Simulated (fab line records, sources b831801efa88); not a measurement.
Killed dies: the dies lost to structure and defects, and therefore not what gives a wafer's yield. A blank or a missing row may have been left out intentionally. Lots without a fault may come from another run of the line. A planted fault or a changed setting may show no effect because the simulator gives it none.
Problem report, 8D (eight disciplines) form, completed by code :: flow gf180mcu :: the parts of the form that need people (team, actions taken, sign-off) are left out

## 1. THE ISSUE
Across 6 wafers from 2 lots, HV_LDD_TW at GF_HV_LDD_TW_MEAS_11 averages 2204, while fault-free wafers read 2426 with a standard deviation of 22. That is -10 standard deviations from the usual mean.
The first sign was on wafer L236.2 at day 13 04:51, on filmMetro-04. Wafers with a number at this step in the record: 36, from 12 lots. Rule for "out" (also "out of limits"): further than 4 standard deviations from the usual mean. The rest of the wafers with a number are treated as sound.

## 2. WHAT IT IS AND WHAT IT IS NOT
question: which readings at this step
is: HV_LDD_TW
is not: -

question: which lots
is: L236, L237
is not: L230, L232, L234, L235, L238, L243, L244, L247, L248, L249

question: which wafers of those lots
is: all that have a number
is not: -

question: read on which gauges
is: filmMetro-04
is not: filmMetro-01, filmMetro-03

question: when
is: from day 13 04:51
is not: up to then (12 sound wafers); but 18 sound wafers of L238, L243, L244, L247, L248, L249 came after

## 3. THE SUSPECTS, EACH WITH WHAT RULES IT OUT
Counting: a tool at a process step up to the reading stays a suspect if it ran every lot that is out and no sound lot after the first of them.
- the gauge at GF_HV_LDD_TW_MEAS_11: ruled out. All the wafers that are out were read on filmMetro-04, but those of them that GF_HV_LDD_IMPLANT_09 has rows for are out there too, on other tools.
- implanter-03 at GF_HV_LDD_IMPLANT_09: ruled out as a lasting fault. Following L236 (day 13 04:37), the first lot on it that is out, the sound lots L248 were run on it.
Left after counting: nothing in the record.

## 4. THE CAUSE (what the simulator had put in)
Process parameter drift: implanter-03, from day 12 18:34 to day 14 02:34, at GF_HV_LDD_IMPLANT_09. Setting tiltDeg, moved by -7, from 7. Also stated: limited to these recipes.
Counting ruled it out, wrongly: the rule takes a fault to strike every lot that its tool runs from its start on, and this one did not.

## 5. SEQUENCE OF EFFECTS, ordered by route
Each row: a reading where the mean over the struck wafers with a number is more than 3 standard deviations away from the usual. Scope: only readings with a usual standard deviation given in the record; hours: median across lots of the time from each lot's start at the first step in this table that gives one to its start at this step; sigmas: change in usual standard deviations.
hours: 0
step: GF_HV_LDD_IMPLANT_09
reading: tiltDeg
usual: 7.000 degrees
on struck wafers: -0.003
change: -7.003
sigmas: -99 or more

hours: 0
step: GF_HV_LDD_TW_MEAS_11
reading: HV_LDD_TW
usual: 2426
on struck wafers: 2204
change: -222
sigmas: -10

hours: 64
step: GF_HV_LDD_RS_MEAS_53
reading: HV_LDD_RS
usual: 413.3 ohm/sq
on struck wafers: 391.6
change: -21.7
sigmas: -22
It contains these process steps:
- GF_HV_LDD_IMPLANT_09
Later measuring or inspecting steps at which every struck wafer that the step has a row for has a number for every such reading, and none has moved that far: GF_HV_LDD_CD_MEAS_19.

## 6. HOW IT WOULD HAVE BEEN CAUGHT EARLIER
In this record the first reading out of limits at a measuring or inspecting step was taken at day 13 04:51, 10 hours after the fault began at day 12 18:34.
Tool's own readings at GF_HV_LDD_IMPLANT_09, tiltDeg: out on all struck wafers the step has rows for; an alarm limit on them would have tripped on the first.
